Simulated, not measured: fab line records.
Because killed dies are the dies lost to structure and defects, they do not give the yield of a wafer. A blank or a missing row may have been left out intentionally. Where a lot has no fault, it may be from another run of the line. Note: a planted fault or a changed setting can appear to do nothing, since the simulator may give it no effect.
Problem report in the 8D (eight disciplines) form, filled by code | flow sky130 | the parts of the form that need people (team, actions taken, sign-off) are left out

## 1. WHAT WENT WRONG
Mean of rfFwdPowerW at SKY_VIA2_ETCH_14: 573.6 W across 3 wafers in 2 lots; on wafers with no fault it is 494.7 W (standard deviation 1.8). Relative to the usual mean, that is a shift of +44 standard deviations.
The step: etches BARC in N2/H2, stops on SiO2, time 45.9 s, target depth 60 nm.
First observed at day 43 16:07: wafer L718.5, on rieDiel-02. The record has a number at this step for 18 wafers belonging to 6 lots. Rule for "out", or "out of limits": more than 4 standard deviations from the usual mean. The rest of the wafers with a number are treated as sound.

## 2. WHAT IT IS AND WHAT IT IS NOT
question                    | is                     | is not
which readings at this step | rfFwdPowerW            | chamberPressureMTorr, drypumpMotorCurrentA, oesProductAu, throttleValvePct
which lots                  | L717, L718             | L702, L704, L707, L719
which wafers of those lots  | L717.3, L717.5, L718.5 | L717.1, L718.3, L718.4
read on which tools         | rieDiel-02             | rieDiel-01, rieDiel-04
when                        | from day 43 16:07      | up to then (14 sound wafers); but 1 sound wafer of L717 came after

## 3. WHAT RULES OUT EACH SUSPECT
Counting: a tool at a process step up to the reading stays a suspect if it ran every lot that is out. Sound lots after the first of them don't rule it out here, since some wafers of a struck lot are sound.
- cmp-02 at SKY_VIA2_CMP_02 (polishes SiO2): kept. Ran every lot that is out, first one L718 (day 42 16:59); last sound lot up to then L704 (day 37 22:43).
- rieDiel-02 at SKY_VIA2_ETCH_14 (etches BARC in N2/H2, stops on SiO2, time 45.9 s, target depth 60 nm): kept. Ran every lot that is out, first one L718 (day 43 16:07); last sound lot up to then L704 (day 39 00:25). Its own rfFwdPowerW readings are out on those wafers.
- rieDiel-02, SKY_VIA2_ETCH_14: wafers that are out in chamber 1, sound lot-mates in chambers 0, 3.
The count leaves rieDiel-02 at SKY_VIA2_ETCH_14 and cmp-02 at SKY_VIA2_CMP_02.

## 4. THE CAUSE (what the simulator had put in)
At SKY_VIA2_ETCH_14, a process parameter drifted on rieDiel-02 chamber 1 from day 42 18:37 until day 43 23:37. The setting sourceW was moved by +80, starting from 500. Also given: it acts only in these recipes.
After counting, 2 suspects remain, this tool included.

## 5. THE CHAIN OF EFFECTS, in route order
Each row: a reading whose mean over the struck wafers that have a number lies more than 3 standard deviations from the usual. Scope: only readings with a usual standard deviation given in the record; hours: median across lots of the time from each lot's start at the first step in this table that gives one to its start at this step; sigmas: change in usual standard deviations.
hours | step             | reading     | usual   | on struck wafers | change | sigmas
0     | SKY_VIA2_ETCH_14 | rfFwdPowerW | 494.7 W | 573.6            | +78.9  | +44
Here are the process steps it includes:
- SKY_VIA2_ETCH_14: etches BARC in N2/H2, stops on SiO2, time 45.9 s, target depth 60 nm.

## 6. WHAT WOULD HAVE CAUGHT IT SOONER
In this record the first reading out of limits was taken at day 43 16:07, 21 hours after the fault began at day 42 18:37.
